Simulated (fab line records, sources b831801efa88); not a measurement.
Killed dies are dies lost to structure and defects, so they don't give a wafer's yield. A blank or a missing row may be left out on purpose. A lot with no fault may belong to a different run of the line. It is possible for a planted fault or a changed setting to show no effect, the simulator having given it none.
Chamber matching | flow sky130 | rie diel-02 running SKY_CONTACT_ETCH_17: 4 sister chambers
The step etches SiO2 in C4F8/O2/Ar, stops on Si3N4, target depth 340 nm. 14 wafers are shown with their chamber, then 7 later ones without.

== WAFERS, EACH WITH ITS CHAMBER ==
wafer  | chamber | oes product au (a.u.)
L754.1 | 3       | 0.881
L754.2 | 2       | 0.893
L754.4 | 1       | 0.904
L756.1 | 0       | 0.897
L756.2 | 2       | 0.894
L756.4 | 3       | 0.889
L759.1 | 0       | 0.891
L759.3 | 2       | 0.890
L759.4 | 1       | 0.895
L760.2 | 1       | 0.893
L760.3 | 2       | 0.892
L760.6 | 1       | 0.886
L768.3 | 3       | 0.898
L768.4 | 3       | 0.898

SIGNATURES (averages over the wafers above)
reading        | chamber 0 | chamber 1 | chamber 2 | chamber 3 | scatter within a chamber
oes product au | 0.89400   | 0.89450   | 0.89225   | 0.89150   | 0.00627
Rule: a wafer lies at a distance from a chamber equal to the root of the sum of squares, over the readings, of (its reading less the chamber's mean, divided by the reading's scatter). If the next closest chamber is less than 2 further off than the closest, the wafer can't be placed; otherwise it belongs to the closest. The scatter is the square root of a quotient: the sum, over the shown wafers, of each reading's squared deviation from its chamber's mean, divided by wafers minus chambers.

== WAFERS WHOSE CHAMBER IS MISSING ==
wafer  | oes product au (a.u.)
L768.6 | 0.890
L770.2 | 0.893
L770.4 | 0.901
L770.5 | 0.895
L772.1 | 0.899
L772.2 | 0.893
L772.6 | 0.898

== THE CHAMBER EACH PASSED THROUGH ==
wafer  | from the rows above               | in truth
L768.6 | can't be placed: 3 or 2 or 0 or 1 | 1
L770.2 | can't be placed: 2 or 0 or 1 or 3 | 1
L770.4 | can't be placed: 1 or 0 or 2 or 3 | 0
L770.5 | can't be placed: 1 or 0 or 2 or 3 | 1
L772.1 | can't be placed: 1 or 0 or 2 or 3 | 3
L772.2 | can't be placed: 2 or 0 or 1 or 3 | 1
L772.6 | can't be placed: 1 or 0 or 2 or 3 | 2
Correct placement for 0 of the 7. From these rows, 7 cannot be placed; in 7 the true chamber is one of the candidates. Placed wrongly: 0.
